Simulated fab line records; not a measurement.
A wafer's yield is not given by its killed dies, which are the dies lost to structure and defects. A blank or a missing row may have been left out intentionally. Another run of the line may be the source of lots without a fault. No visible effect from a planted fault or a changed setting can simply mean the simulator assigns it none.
Which tool was responsible?	flow gf180mcu	6 lots with 18 wafers sampled at 4 steps, on a route of 602 steps

== WHAT THE GAUGES SHOWED, per wafer ==
GF_VT_IMPLANT_RS_MEAS_48: the measuring method here is four-point-probe.
lot	measured	on	LVPWELL_RS (ohm/sq)
L616	day 8 08:15	filmMetro-01	1193 1194 1194
L619	day 8 23:10	filmMetro-01	1201 1200 1200
L625	day 10 16:29	filmMetro-02	1201 1201 1201
L629	day 11 18:56	filmMetro-04	1245 1243 1242 1245 1243 1240
L633	day 12 22:16	filmMetro-04	1195 1199 1197
L636	day 13 17:15	filmMetro-02	1200 1197 1200

== WHICH TOOL RAN EACH LOT (tool, then ch and the chambers of the sampled wafers, then the start) ==
lot	GF_STI_ETCH_13	GF_STI_ETCH_14	GF_LVPWELL_IMPLANT_08
L616	rieDiel-01 ch 1,2, day 2 15:31	rieSi-02 ch 0,2,3, day 2 15:36	implanter-01 ch 0, day 4 13:02
L619	rieDiel-04 ch 0,1,3, day 3 02:46	rieSi-01 ch 1,2, day 3 02:51	implanter-03 ch 0, day 5 00:38
L625	rieDiel-04 ch 0,1,2, day 4 10:04	rieSi-01 ch 1,2,3, day 4 10:09	implanter-03 ch 0, day 6 11:17
L629	rieDiel-02 ch 0,2,3, day 5 08:13	rieSi-01 ch 0,1,2, day 5 08:18	implanter-02 ch 0, day 7 09:14
L633	rieDiel-01 ch 0,1,3, day 6 04:22	rieSi-02 ch 2,3, day 6 04:27	implanter-01 ch 0, day 8 07:56
L636	rieDiel-02 ch 0,1,3, day 6 19:46	rieSi-01 ch 1,2,3, day 6 19:51	implanter-01 ch 0, day 9 00:25
- GF_STI_ETCH_13: etches the open film in CHF3/O2, stops on Si, target depth 282.31 nm, time 112.9 s.
- GF_STI_ETCH_14: etches Si in HBr/Cl2/O2, target depth 360 nm, time 102.9 s.
- GF_LVPWELL_IMPLANT_08

== THE ANSWER, worked out from the rows above alone ==
Rule: the usual values come from the lots themselves. Put in order of their means at a reading, lots are off if they are a third of the lots or fewer, leave a main group of 4 or more, and stand apart from it by a gap of 3 or more times the standard deviation of the main group's means; of several such gaps the widest counts. The tables above print the reading to a certain number of digits; a main group whose means all agree to those digits is not used. Also off: a lot with no number at a reading for which 4 or more lots have one. Where the step has rows for the other lots, those lots are counted as sound.
Off: L629, at GF_VT_IMPLANT_RS_MEAS_48 (LVPWELL_RS). The main group has a mean of 1198 ohm/sq with a standard deviation of 2.6.
If a tool, at a process step before that reading, ran all the lots that are off and no sound lot after the first of them, it fits. The gauges at GF_VT_IMPLANT_RS_MEAS_48 are tried like those tools. One fits: GF_LVPWELL_IMPLANT_08 on implanter-02. It ran no sound lot before its first lot that is off in this sample, so the start can't be narrowed down.

== WHAT HAD BEEN PUT IN BY THE SIMULATOR ==
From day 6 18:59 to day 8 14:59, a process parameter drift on implanter-02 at GF_LVPWELL_IMPLANT_08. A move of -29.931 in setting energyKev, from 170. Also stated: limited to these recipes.
Shown lots that were struck: L629. This agrees with what the rule above found.
